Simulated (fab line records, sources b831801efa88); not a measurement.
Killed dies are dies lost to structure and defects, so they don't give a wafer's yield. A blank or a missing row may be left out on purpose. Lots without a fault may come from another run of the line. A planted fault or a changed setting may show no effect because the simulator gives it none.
A struck lot beside a sound one | flow sky130 | 22 steps out of a route of 708
Sound: wafers L402.1, L402.4, L402.5. Struck: wafers L395.1, L395.2, L395.4. The cause comes at the end.
At each step with rows: each side's tool, then ch and its chambers, then its first start. Under that, the readings that differ: sound wafers | struck wafers | difference of the means | sigmas: that difference in standard deviations of wafers without a fault.
alike: readings whose means differ by less than 2 such deviations, and words and numbers that are the same on both sides. not compared: withheld readings, readings that some wafer has no value for, bounds like >300 that may hide the same value, and numbers for which the record gives no deviation and whose values overlap.
The two part at a step that has a row with sigmas, a row that says differs or no value, or rows on one side only. Numbers that don't overlap but have no deviation are shown without sigmas and don't part them. A reading that every wafer of one side lacks parts them only if that side has two wafers or more.

first, 8 steps without rows for these wafers: SKY_DNWELL_DEHYDRATE_00 (time 60 s); SKY_DNWELL_HMDS_01 (prime time 60 s); SKY_DNWELL_COAT_02 (resist thk 3000 nm); SKY_DNWELL_SOFTBAKE_03; SKY_DNWELL_EXPOSE_04 (exposes mask DNM, target cd 3000 nm); SKY_DNWELL_PEB_05; SKY_DNWELL_DEVELOP_06 (develop time 60 s); SKY_DNWELL_IMPLANT_07.
SKY_DNWELL_STRIP_08: strips in O2/N2.
  sound on plasma_asher-04 ch 0,1, day 6 05:08; struck on plasma_asher-01 ch 0,1, day 4 20:44
  alike: chamber_pressure_mTorr, drypump_motor_current_A, oes_product_au, strip_time_to_endpoint_s
  not compared: rf_hours_counter_h
SKY_DNWELL_TW_MEAS_09:
  sound on film_metro-02, day 6 05:14; struck on film_metro-02, day 4 20:50
  alike: DNWELL_TW
then, 2 steps without rows for these wafers: SKY_PWDE_DEHYDRATE_00 (time 60 s); SKY_PWDE_HMDS_01 (prime time 60 s).
SKY_PWDE_COAT_02: resist thk 3000 nm.
  sound on litho_track-02 ch 0, day 6 15:05; struck on litho_track-01 ch 0, day 5 05:03
  reading                                | sound          | struck            | difference | sigmas
  model.coat_of_PWDE_COAT_02.thk_nm (nm) | 2995 3001 3005 | 931.4 932.5 933.3 | -2067.9    |
then, 3 steps without rows for these wafers: SKY_PWDE_SOFTBAKE_03; SKY_PWDE_EXPOSE_04 (exposes mask PWDEM, target cd 840 nm); SKY_PWDE_PEB_05.
SKY_PWDE_DEVELOP_06: develop time 60 s.
  sound on litho_track-01 ch 0; struck on litho_track-04 ch 0
  reading                                | sound          | struck            | difference | sigmas
  model.coat_of_PWDE_COAT_02.thk_nm (nm) | 2991 2997 3001 | 927.2 928.2 929.1 | -2068.2    |
SKY_PWDE_OVL_MEAS_07:
  sound on overlay-02, day 6 23:33; struck on overlay-02, day 5 13:55
  alike: PWDE_OVL
then, 1 step without rows for these wafers: SKY_PWDE_IMPLANT_08.
SKY_PWDE_STRIP_09: strips in O2/N2.
  sound on plasma_asher-01 ch 0,1, day 6 23:44; struck on plasma_asher-03 ch 0,1, day 5 14:06
  reading                      | sound             | struck            | difference | sigmas
  strip_time_to_endpoint_s (s) | 36.84 36.92 36.96 | 12.57 12.60 12.60 | -24.32     | -99 or more
  alike: chamber_pressure_mTorr, drypump_motor_current_A, oes_product_au
  not compared: rf_hours_counter_h
SKY_PWDE_TW_MEAS_10:
  sound on film_metro-03, day 6 23:50; struck on film_metro-02, day 5 14:12
  alike: PWDE_TW
-- the record jumps here: 42 days lie between the struck wafers' starts before and after (it left off in module PWDE and takes up again in module PAD_OPEN, whose first step shown is number 708 of the route) --
SKY_PAD_OPEN_PROBE_99:
  sound on prober-01, day 49 06:46; struck on prober-02, day 47 21:39
  reading             | sound    | struck      | difference | sigmas
  killed_at_front_end | 21 20 23 | 430 422 424 | +404       | +88
  killed_dies         | 89 84 95 | 482 481 483 | +393       | +43
  killed_on_rim       | 9 18 20  | 89 86 90    | +73        | +21
  alike: killed_at_M0_to_M3, killed_at_M4_up, killed_at_contacts, killed_at_other, killed_open, killed_short

WHERE THEY PART
First at SKY_PWDE_STRIP_09; last, within this record, at SKY_PAD_OPEN_PROBE_99.

WHY: what the simulator had put in
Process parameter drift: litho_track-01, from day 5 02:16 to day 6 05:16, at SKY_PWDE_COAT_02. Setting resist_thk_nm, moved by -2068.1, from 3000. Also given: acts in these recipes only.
